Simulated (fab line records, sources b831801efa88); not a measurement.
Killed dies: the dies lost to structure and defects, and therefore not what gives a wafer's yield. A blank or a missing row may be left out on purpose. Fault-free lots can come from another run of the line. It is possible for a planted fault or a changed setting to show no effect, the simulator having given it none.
Matching of chambers | flow sky130 | SKY_CONTACT_CMP_27 on cmp-02: 4 sister chambers
The step polishes, stops on SiO2, t overpolish 15 s, target thk 0 nm. 20 wafers are shown with their chamber, then 9 later ones without.

WAFERS, EACH WITH ITS CHAMBER
wafer  | chamber | motor current A (A) | time to endpoint s (s) | overpolish run s (s)
L312.1 | 3       | 10.7                | 82                     | 15.023
L312.4 | 0       | 8.9                 | 86                     | 14.996
L312.6 | 1       | 11.6                | 85                     | 14.985
L313.2 | 0       | 8.7                 | 81                     | 14.989
L313.3 | 1       | 11.6                | 84                     | 14.998
L313.4 | 3       | 10.1                | 79                     | 15.003
L315.1 | 1       | 11.7                | 82                     | 15.014
L315.4 | 3       | 10.6                | 79                     | 15.002
L315.6 | 2       | 10.4                | 75                     | 15.004
L317.1 | 2       | 10.1                | 78                     | 14.993
L317.2 | 1       | 11.3                | 82                     | 15.017
L317.5 | 2       | 10.3                | 79                     | 15.018
L321.1 | 3       | 10.2                | 79                     | 14.983
L321.4 | 2       | 10.7                | 76                     | 15.013
L321.6 | 1       | 11.9                | 85                     | 15.022
L324.1 | 3       | 10.4                | 82                     | 14.982
L324.2 | 1       | 11.3                | 86                     | 15.012
L324.3 | 2       | 10.3                | 79                     | 15.007
L326.3 | 1       | 11.7                | 82                     | 14.996
L326.6 | 3       | 9.5                 | 80                     | 15.001

SIGNATURES (averages over the wafers above)
reading            | chamber 0 | chamber 1 | chamber 2 | chamber 3 | scatter within a chamber
motor current A    | 8.800     | 11.586    | 10.360    | 10.250    | 0.3
time to endpoint s | 83.50     | 83.71     | 77.40     | 80.17     | 1.84
overpolish run s   | 14.99250  | 15.00629  | 15.00700  | 14.99900  | 0.0128
Rule: for a wafer and a chamber, the distance is found by dividing, reading by reading, the gap between the wafer's reading and the chamber's mean by the reading's scatter, squaring, summing and taking the root. If the next closest chamber is less than 2 further off than the closest, the wafer can't be placed; otherwise it belongs to the closest. The scatter: the root of (the sum of the squares of (reading less its chamber's mean) over the shown wafers, divided by (wafers less chambers)).

WAFERS WHOSE CHAMBER IS MISSING
wafer  | motor current A (A) | time to endpoint s (s) | overpolish run s (s)
L327.4 | 11.3                | 86                     | 15.008
L327.5 | 10.0                | 84                     | 14.981
L327.6 | 9.6                 | 78                     | 14.995
L331.2 | 10.7                | 78                     | 14.988
L331.4 | 10.5                | 80                     | 15.001
L331.5 | 11.5                | 86                     | 14.998
L332.1 | 10.4                | 80                     | 15.010
L332.3 | 11.7                | 86                     | 14.999
L332.6 | 11.0                | 84                     | 14.994

WHICH CHAMBER EACH WENT THROUGH
wafer  | from the rows above          | in truth
L327.4 | 1                            | 1
L327.5 | can't be placed: 3 or 0 or 2 | 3
L327.6 | can't be placed: 3 or 2 or 0 | 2
L331.2 | can't be placed: 2 or 3      | 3
L331.4 | can't be placed: 3 or 2      | 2
L331.5 | 1                            | 1
L332.1 | can't be placed: 3 or 2      | 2
L332.3 | 1                            | 1
L332.6 | can't be placed: 1 or 3      | 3
Placed correctly: 3 of 9. From these rows, 6 cannot be placed; in 6 the true chamber is one of the candidates. Wrongly placed: 0.
